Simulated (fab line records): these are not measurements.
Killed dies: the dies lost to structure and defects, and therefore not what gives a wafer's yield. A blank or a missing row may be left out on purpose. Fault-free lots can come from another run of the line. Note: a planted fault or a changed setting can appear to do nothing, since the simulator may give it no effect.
A lot that was struck, set against a sound lot + flow sky130 + 16 out of 708 route steps
Sound: these wafers, L333.4, L333.5, L333.6. Struck: wafers L338.1, L338.2. (L338.6 of the same lot was not struck and is left out.) The cause comes at the end.
Order at every step that has rows: each side's tool, ch and its chambers, its first start. Under that, the readings that differ: sound wafers + struck wafers + difference of the means + sigmas: that difference in standard deviations of wafers without a fault.
alike: a reading whose means differ by less than 2 such deviations, as well as words and numbers matching on both sides. not compared: withheld readings; readings where some wafer has no value; bounds like >300 that might hide an equal value; numbers whose values overlap and for which the record gives no deviation.
Wherever a step has rows on one side only, a row that says differs or no value, or a row with sigmas, the two part there. Non-overlapping numbers with no deviation appear without sigmas and do not part them. A reading missing from all wafers of one side parts the sides only when that side holds two or more wafers.

first, 2 steps without rows for these wafers: SKY_METAL3_PEB_11; SKY_METAL3_DEVELOP_12 (develop time 60 s).
SKY_METAL3_CD_MEAS_13 targets a cd of 300 nm.
  sound: cd-sem-01 at day 40 23:22; struck: cd-sem-02 at day 42 08:55
  alike: cd-nm
SKY_METAL3_OVL_MEAS_14:
  sound: overlay-01 at day 40 23:26; struck: overlay-02 at day 42 09:02
  alike: METAL3_OVL
SKY_METAL3_DESCUM_15: chemistry O2, time 8 s.
  sound on rie-metal-04 ch 0,1, day 40 23:28; struck on rie-metal-02 ch 0,1, day 42 09:04
| reading                | sound | struck | difference                   | sigmas |
|------------------------|-------|--------|------------------------------|--------|
| rf-hours-counter-h (h) | - - - | 7 4    | no value on the sound wafers |        |
  alike: drypump-motor-current-A, oes-product-au, temp-c
SKY_METAL3_ETCH_16: etches BARC in N2/H2, stops on SiO2, time 88.2 s, target depth 60 nm.
  sound on rie-metal-04 ch 0,1, day 40 23:31; struck on rie-metal-02 ch 0,1, day 42 09:06
| reading                | sound | struck | difference                   | sigmas |
|------------------------|-------|--------|------------------------------|--------|
| rf-hours-counter-h (h) | - - - | 7 4    | no value on the sound wafers |        |
  alike: drypump-motor-current-A, oes-product-au, throttle-valve-pct
SKY_METAL3_ETCH_17: etches SiO2 in C4F8/O2/Ar, stops on TiN, time 3.9 s, target depth 15 nm.
  sound on rie-diel-04 ch 0,2,3, day 40 23:35; struck on rie-diel-03 ch 0,3, day 42 09:12
  alike: oes-product-au
SKY_METAL3_METAL_ETCH_18: etches the open film in Cl2/BCl3, stops on SiO2, target depth 845 nm, time 183.1 s.
  sound on rie-metal-02 ch 0,1, day 40 23:40; struck on rie-metal-04 ch 0,1, day 42 09:13
| reading                | sound | struck | difference                   | sigmas |
|------------------------|-------|--------|------------------------------|--------|
| rf-hours-counter-h (h) | - - - | 12 8   | no value on the sound wafers |        |
  alike: drypump-motor-current-A, oes-product-au, throttle-valve-pct
SKY_METAL3_STRIP_19: strips in O2/N2.
  sound on plasma-asher-04 ch 0,1, day 40 23:49; struck on plasma-asher-03 ch 0,1, day 42 09:24
| reading                | sound | struck  | difference                   | sigmas |
|------------------------|-------|---------|------------------------------|--------|
| rf-hours-counter-h (h) | - - - | 113 113 | no value on the sound wafers |        |
  alike: drypump-motor-current-A, oes-product-au, strip-time-to-endpoint-s
then, 3 steps without rows for these wafers: SKY_METAL3_STRIP_20 (strips in post etch residue remover, time 1200 s); SKY_METAL3_CLEAN_21 (cleans in IPA, time 180 s); SKY_METAL3_CLEAN_22 (cleans in O3/DIW).
SKY_VIA3_HDPCVD_00: deposits SiO2, target thk 1635 nm, time 272.5 s.
  sound on hdpcvd-01 ch 0,1,2, day 41 00:27; struck on hdpcvd-01 ch 0,1, day 42 09:59
| reading                                  | sound          | struck    | difference | sigmas |
|------------------------------------------|----------------|-----------|------------|--------|
| model.SiO2_of_VIA3_HDPCVD_00.thk-nm (nm) | 1640 1621 1642 | 2478 2499 | +854       |        |
  alike: susceptor-temp-C
SKY_VIA3_THK_MEAS_01:
  sound: film-metro-03 at day 41 00:34; struck: film-metro-02 at day 42 10:10
| reading              | sound          | struck    | difference | sigmas |
|----------------------|----------------|-----------|------------|--------|
| VIA3_HDPCVD_THK (nm) | 1641 1622 1642 | 2478 2499 | +854       | +61    |
then, 1 step without rows for these wafers: SKY_VIA3_CMP_02 (polishes SiO2).
SKY_PAD_OPEN_PROBE_99:
  the record holds rows for the sound wafers here (prober-02, day 47 21:35) but none for the struck ones

WHERE THEY PART
Last at SKY_PAD_OPEN_PROBE_99 as far as this record goes, first at SKY_METAL3_DESCUM_15.

WHY: the cause the simulator had injected
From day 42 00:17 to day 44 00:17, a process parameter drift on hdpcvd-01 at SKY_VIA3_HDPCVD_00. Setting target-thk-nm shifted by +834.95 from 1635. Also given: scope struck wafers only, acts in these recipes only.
